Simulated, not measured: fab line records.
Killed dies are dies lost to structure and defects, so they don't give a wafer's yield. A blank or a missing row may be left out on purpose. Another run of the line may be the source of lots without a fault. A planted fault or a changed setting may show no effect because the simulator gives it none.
fab line records ; flow sky130
record lots=13; wafers=39; last-day=50
route steps=708 shown PASSIVATION@683 PAD_OPEN@708
lots that met no fault: taken from a fault-free run of the same line
start-h: hours from the record's first day to the start of the lot's first wafer shown ; wait-h: hours since the lot's step before ; " the same as in the row above ; L1.1+2: one row covering several wafers at once ; - value missing, or start not given ; * or withheld: withheld ; < > ~ a bound
route shown NAME@n: names a module that has steps shown in the file, with the first one's number in the route ; usual: mean/standard deviation taken from wafers without a fault ; same: alike in all rows ; chamber/n: place in a boat ; sites: per-site readings ; _std_site: standard deviation of those values ; _edge_site: inner sites' mean taken away from outer sites' mean ; radius-mm: how far each site lies from the wafer's centre ; mask NAME#n: copy n ; behind: tool/chamber where the wafer was last shaped ; hold: reason for holding the lot/hours on hold/outcome of the hold ; device: names the non-switching transistor (n, p or np) ; end of line: the tests these same wafers got at the end of their route ; a step given without rows: its recipe and nothing more ; killed: dies lost to structure and defects at the first sort, not the wafer's yield ; map: per-die view of a wafer (x killed, . not killed, _ where there is no die)
set.NAME: the setting the step ran with; set.NAME@STEP: the setting that earlier step ran with ; model.NAME: the simulator's own value behind a step, which no gauge read
one table for each step of the route and one row for each wafer, over a sample of lots
services: from which hour (start-h, from the record's first day; less than 0 if before it) a tool's chamber was out of use, for how many hours, and why
## steps
# step SKY_PASSIVATION_CVD_02
# recipe material=Si3N4; target-thk-nm=540; temp-c=400; time-s=withheld; rf-w=450
# usual heater-power-w=751/80
lot.wafer;tool;chamber;start-h;wait-h;heater-power-w
L208.1;pecvd-04;2;1030.74;0.1;847
L208.4;pecvd-04;0;1030.74;0.1;712
L208.6;pecvd-04;1;1030.74;0.1;833
L209.1;pecvd-04;2;1039.80;0.1;806
L209.4;pecvd-04;2;1039.80;0.1;794
L209.5;pecvd-04;0;1039.80;0.1;756
L210.1;pecvd-04;0;1047.34;0.1;720
L210.3;pecvd-04;0;1047.34;0.1;744
L210.6;pecvd-04;1;1047.34;0.1;846
L214.3;pecvd-01;2;1077.80;0.0;659
L214.4;pecvd-01;1;1077.80;0.0;661
L214.5;pecvd-01;2;1077.80;0.0;549
L216.1;pecvd-01;0;1084.86;0.1;719
L216.3;pecvd-01;2;1084.86;0.1;560
L216.5;pecvd-01;0;1084.86;0.1;756
L217.2;pecvd-03;0;1091.60;0.0;861
L217.3;pecvd-03;1;1091.60;0.0;765
L217.4;pecvd-03;2;1091.60;0.0;792
L218.2;pecvd-03;0;1097.75;0.0;810
L218.3;pecvd-03;1;1097.75;0.0;638
L218.6;pecvd-03;2;1097.75;0.0;840
L219.1;pecvd-04;0;1104.18;0.1;686
L219.2;pecvd-04;1;1104.18;0.1;870
L219.4;pecvd-04;1;1104.18;0.1;701
L220.2;pecvd-04;0;1111.63;0.0;696
L220.5;pecvd-04;0;1111.63;0.0;740
L220.6;pecvd-04;2;1111.63;0.0;797
L222.2;pecvd-04;2;1120.79;0.0;737
L222.4;pecvd-04;1;1120.79;0.0;808
L222.5;pecvd-04;0;1120.79;0.0;650
L223.3;pecvd-04;0;1125.01;0.0;669
L223.5;pecvd-04;1;1125.01;0.0;858
L223.6;pecvd-04;2;1125.01;0.0;803
L224.1;pecvd-03;1;1135.42;0.1;733
L224.3;pecvd-03;2;1135.42;0.1;780
L224.4;pecvd-03;0;1135.42;0.1;888
L227.1;pecvd-03;1;1155.28;0.1;638
L227.2;pecvd-03;0;1155.28;0.1;843
L227.3;pecvd-03;2;1155.28;0.1;842
# step SKY_PASSIVATION_THK_MEAS_03
# recipe reads=Si3N4_of_PASSIVATION_CVD_02
# usual PASSIVATION_CVD_02_THK=539/7.9
lot.wafer;tool;chamber;start-h;wait-h;hold;PASSIVATION_CVD_02_THK[nm]
L208.1;film-metro-03;-;1030.96;-;-;538
L208.4;film-metro-03;-;1030.96;-;-;545
L208.6;film-metro-03;-;1030.96;-;-;544
L209.1;film-metro-02;-;1040.02;-;-;542
L209.4;film-metro-02;-;1040.02;-;-;550
L209.5;film-metro-02;-;1040.02;-;-;555
L210.1;film-metro-02;-;1047.68;-;-;534
L210.3;film-metro-02;-;1047.68;-;-;540
L210.6;film-metro-02;-;1047.68;-;-;534
L214.3;film-metro-02;-;1078.04;-;-;540
L214.4;film-metro-02;-;1078.04;-;-;557
L214.5;film-metro-02;-;1078.04;-;-;548
L216.1;film-metro-03;-;1085.08;-;-;531
L216.3;film-metro-03;-;1085.08;-;-;541
L216.5;film-metro-03;-;1085.08;-;-;536
L217.2;film-metro-03;-;1091.84;-;-;519
L217.3;film-metro-03;-;1091.84;-;-;538
L217.4;film-metro-03;-;1091.84;-;-;538
L218.2;film-metro-02;-;1097.99;-;-;521
L218.3;film-metro-02;-;1097.99;-;-;536
L218.6;film-metro-02;-;1097.99;-;-;534
L219.1;film-metro-04;-;1104.52;-;-;549
L219.2;film-metro-04;-;1104.52;-;-;540
L219.4;film-metro-04;-;1104.52;-;-;547
L220.2;film-metro-04;-;1111.87;-;-;533
L220.5;film-metro-04;-;1111.87;-;-;547
L220.6;film-metro-04;-;1111.87;-;-;547
L222.2;film-metro-02;-;1121.02;-;await-dispo/0.2h/release;248
L222.4;film-metro-02;-;1121.02;-;await-dispo/0.2h/release;245
L222.5;film-metro-02;-;1121.02;-;await-dispo/0.2h/release;260
L222.2;film-metro-02;-;1121.32;0.3;-;248
L222.4;film-metro-02;-;1121.32;0.3;-;245
L222.5;film-metro-02;-;1121.32;0.3;-;260
L223.3;film-metro-04;-;1125.26;-;await-dispo/0.2h/release;249
L223.5;film-metro-04;-;1125.26;-;await-dispo/0.2h/release;247
L223.6;film-metro-04;-;1125.26;-;await-dispo/0.2h/release;245
L223.3;film-metro-04;-;1125.63;0.4;-;249
L223.5;film-metro-04;-;1125.63;0.4;-;247
L223.6;film-metro-04;-;1125.63;0.4;-;245
L224.1;film-metro-04;-;1135.65;-;-;539
L224.3;film-metro-04;-;1135.65;-;-;539
L224.4;film-metro-04;-;1135.65;-;-;544
L227.1;film-metro-02;-;1155.51;-;-;544
L227.2;film-metro-02;-;1155.51;-;-;532
L227.3;film-metro-02;-;1155.51;-;-;533
# step SKY_PASSIVATION_ETCH_11
# recipe chemistry=CF4/O2; target-depth-nm=725; stop-on=AlCu; source-w=800; bias-w=150; pressure-mtorr=150; cf4-flow-sccm=80; O2_flow_sccm=10; time-s=161.1
# usual drypump-motor-current-A=5.7/0.5; oes-product-au=0.976/0.007; throttle-valve-pct=5.964/0.0097
lot.wafer;tool;chamber;start-h;wait-h;drypump-motor-current-A;oes-product-au;rf-hours-counter-h;throttle-valve-pct
L208.1;rie-diel-01;1;1052.78;-;5.1;0.969;13;5.952
L208.4;rie-diel-01;2;1052.78;-;6.1;0.983;-;5.975
L208.6;rie-diel-01;1;1052.78;-;5.1;0.979;-;5.965
L209.1;rie-diel-03;0;1061.18;-;6.6;0.974;17;5.966
L209.4;rie-diel-03;3;1061.18;-;5.5;0.991;11;5.979
L209.5;rie-diel-03;3;1061.18;-;5.5;0.977;-;5.987
L210.1;rie-diel-01;3;1068.30;-;5.2;0.966;20;5.953
L210.3;rie-diel-01;0;1068.30;-;5.3;0.980;20;5.964
L210.6;rie-diel-01;0;1068.30;-;5.3;0.972;-;5.960
L214.3;rie-diel-02;2;1098.08;-;5.6;0.975;9;5.959
L214.4;rie-diel-02;0;1098.08;-;5.6;0.986;23;5.970
L214.5;rie-diel-02;2;1098.08;-;5.6;0.983;-;5.966
L216.1;rie-diel-02;1;1105.43;-;5.4;0.959;15;5.941
L216.3;rie-diel-02;0;1105.43;-;5.6;0.975;23;5.962
L216.5;rie-diel-02;0;1105.43;-;5.6;0.969;-;5.973
L217.2;rie-diel-03;1;1111.40;-;6.4;0.961;21;5.931
L217.3;rie-diel-03;3;1111.40;-;5.5;0.986;12;5.962
L217.4;rie-diel-03;0;1111.40;-;6.6;0.974;19;5.952
L218.2;rie-diel-03;2;1117.48;-;5.3;0.964;18;5.958
L218.3;rie-diel-03;3;1117.48;-;5.5;0.975;13;5.952
L218.6;rie-diel-03;1;1117.48;-;6.4;0.965;-;5.965
L219.1;rie-diel-02;0;1124.18;-;5.5;0.987;24;5.963
L219.2;rie-diel-02;1;1124.18;-;5.4;0.972;15;5.977
L219.4;rie-diel-02;2;1124.18;-;5.6;0.978;11;5.960
L220.2;rie-diel-03;3;1131.30;-;5.5;0.976;13;5.964
L220.5;rie-diel-03;3;1131.30;-;5.5;0.985;-;5.947
L220.6;rie-diel-03;2;1131.30;-;5.3;0.988;-;5.970
L222.2;rie-diel-01;1;1140.00;-;5.1;0.725;15;5.893
L222.4;rie-diel-01;0;1140.00;-;5.3;0.732;21;5.898
L222.5;rie-diel-01;2;1140.00;-;6.1;0.735;-;5.895
L223.3;rie-diel-03;2;1143.93;-;5.3;0.732;20;5.895
L223.5;rie-diel-03;0;1143.93;-;6.6;0.736;-;5.889
L223.6;rie-diel-03;3;1143.93;-;5.5;0.725;-;5.889
L224.1;rie-diel-02;2;1153.43;-;5.6;0.976;12;5.955
L224.3;rie-diel-02;1;1153.43;-;5.4;0.966;17;5.935
L224.4;rie-diel-02;0;1153.43;-;5.6;0.982;25;5.965
L227.1;rie-diel-03;3;1172.33;-;5.5;0.976;15;5.948
L227.2;rie-diel-03;0;1172.33;-;6.6;0.968;22;5.953
L227.3;rie-diel-03;1;1172.33;-;6.4;0.978;24;5.963
# step SKY_PAD_OPEN_PROBE_99
# usual defect-limited-yield=82.5/1.7; killed_at_M0_to_M3=43/6.7; killed_at_M4_up=3.2/1.8; killed-at-contacts=24/4.8; killed-at-front-end=16/4.2; killed-at-other=0.3/0.56; killed-dies=86/8.5; killed-open=47/6.7; killed-short=39/6; sort_bin_3_pad_short=0.9/0.45; sort_bin_5_function=10.3/1.6; sort_bin_6_memory=6.3/1; sort-n-pass=406/8.5; sort-yield-pct=82.5/1.7
# same gross-dies=492; killed-at-back-side=0; sort_bin_4_leakage[%]=0; sort_bin_8_speed[%]=0
lot.wafer;tool;chamber;start-h;wait-h;defect-limited-yield[%];killed_at_M0_to_M3;killed_at_M4_up;killed-at-contacts;killed-at-front-end;killed-at-other;killed-dies;killed-open;killed-short;sort_bin_3_pad_short[%];sort_bin_5_function[%];sort_bin_6_memory[%];sort-n-pass;sort-yield-pct[%]
L218.2;prober-02;-;1138.50;0.1;82.3;45;6;24;11;1;87;49;37;0.6;10.4;6.7;405;82.3
L218.3;prober-02;-;1138.55;0.2;82.3;40;3;28;15;1;87;48;39;0.4;12.4;4.9;405;82.3
L218.6;prober-02;-;1138.70;0.2;81.1;49;3;24;17;0;93;41;52;1.8;11.2;5.9;399;81.1
L222.2;prober-02;-;1160.56;0.1;83.1;52;2;19;10;0;83;46;37;0.6;10.2;6.1;409;83.1
L222.4;prober-02;-;1160.66;0.2;82.7;45;1;26;13;0;85;42;43;1.8;9.6;5.9;407;82.7
L222.5;prober-02;-;1160.71;0.2;81.1;45;6;28;14;0;93;52;41;0.8;11.2;6.9;399;81.1
# killed by level:class
L218.2 VIA1:geometric-particle:open=12 CONTACT:geometric-particle:open=11 VIA2:geometric-particle:open=7 LI_CONTACT:geometric-particle:open=5 LI_CONTACT:geometric-particle:short=5 METAL1:geometric-particle:short=5 VIA3:geometric-particle:open=5 POLY_GATE:geometric-particle:open=4
L218.3 LI_CONTACT:geometric-particle:open=10 CONTACT:geometric-particle:short=8 VIA2:geometric-particle:short=6 VIA2:geometric-particle:open=6 VIA3:geometric-particle:open=6 METAL1:geometric-particle:short=5 CONTACT:geometric-particle:open=5 FIELD_ISO:geometric-particle:open=4
L218.6 VIA1:geometric-particle:open=9 VIA3:geometric-particle:open=8 VIA1:geometric-particle:short=6 LOCAL_INTERCONNECT:geometric-particle:short=6 METAL1:geometric-particle:short=6 CONTACT:geometric-particle:short=5 VIA2:geometric-particle:short=5 POLY_GATE:geometric-particle:open=4
L222.2 VIA1:geometric-particle:open=14 VIA2:geometric-particle:open=7 METAL3:geometric-particle:short=7 LI_CONTACT:geometric-particle:open=6 VIA3:geometric-particle:open=6 METAL2:geometric-particle:short=5 FIELD_ISO:geometric-particle:open=4 CONTACT:geometric-particle:open=4
L222.4 LI_CONTACT:geometric-particle:open=9 CONTACT:geometric-particle:open=7 METAL1:geometric-particle:short=7 POLY_GATE:geometric-particle:open=6 LOCAL_INTERCONNECT:geometric-particle:short=6 VIA1:geometric-particle:short=6 VIA3:geometric-particle:open=5 METAL2:geometric-particle:short=5
L222.5 METAL2:geometric-particle:short=14 LI_CONTACT:geometric-particle:open=11 CONTACT:geometric-particle:open=9 VIA1:geometric-particle:open=8 FIELD_ISO:geometric-particle:short=6 VIA2:geometric-particle:open=6 VIA3:geometric-particle:open=6 VIA1:geometric-particle:short=5
## services
tool;chamber;start-h;hours;kind
pecvd-03;-;1019.83;0.8;repair
rie-diel-01;-;1026.44;14.6;pm
pecvd-03;0;1040.14;2.1;scheduled-down
rie-diel-01;0;1043.58;13.4;repair
pecvd-04;2;1047.17;5.5;scheduled-down
pecvd-01;1;1047.42;5.0;scheduled-down
pecvd-01;1;1052.42;5.5;scheduled-down
pecvd-03;1;1062.48;2.1;scheduled-down
pecvd-03;1;1067.23;5.5;scheduled-down
pecvd-04;0;1088.59;5.5;scheduled-down
pecvd-04;-;1093.52;1.8;repair
pecvd-04;2;1103.96;5.5;scheduled-down
pecvd-01;-;1104.18;0.3;repair
rie-diel-02;-;1115.86;2.8;pm
pecvd-03;2;1120.80;5.9;repair
pecvd-03;0;1121.09;5.5;scheduled-down
pecvd-03;-;1124.42;2.8;pm
rie-diel-02;3;1126.56;3.6;repair
rie-diel-01;2;1161.42;2.3;repair
rie-diel-02;3;1169.55;4.0;repair
## key
first-sign step=SKY_PASSIVATION_THK_MEAS_03; reading=visit; direction=added
effect step=SKY_PASSIVATION_THK_MEAS_03; reading=PASSIVATION_CVD_02_THK; direction=down; sigmas=37; usual=539; struck=249
effect step=SKY_PASSIVATION_ETCH_11; reading=oes-product-au; direction=down; sigmas=35; usual=0.976; struck=0.731
met-at SKY_PASSIVATION_CVD_02
struck-lots L222,L223
onset-between 1111.63 1120.79
fault kind=process-parameter-drift; tool=pecvd-04; chamber=-; onset-h=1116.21; steps=SKY_PASSIVATION_CVD_02; channel=target-thk-nm; offset=-290.31; shape=step; end-h=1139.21; acts-in=these-recipes-only; stated=540
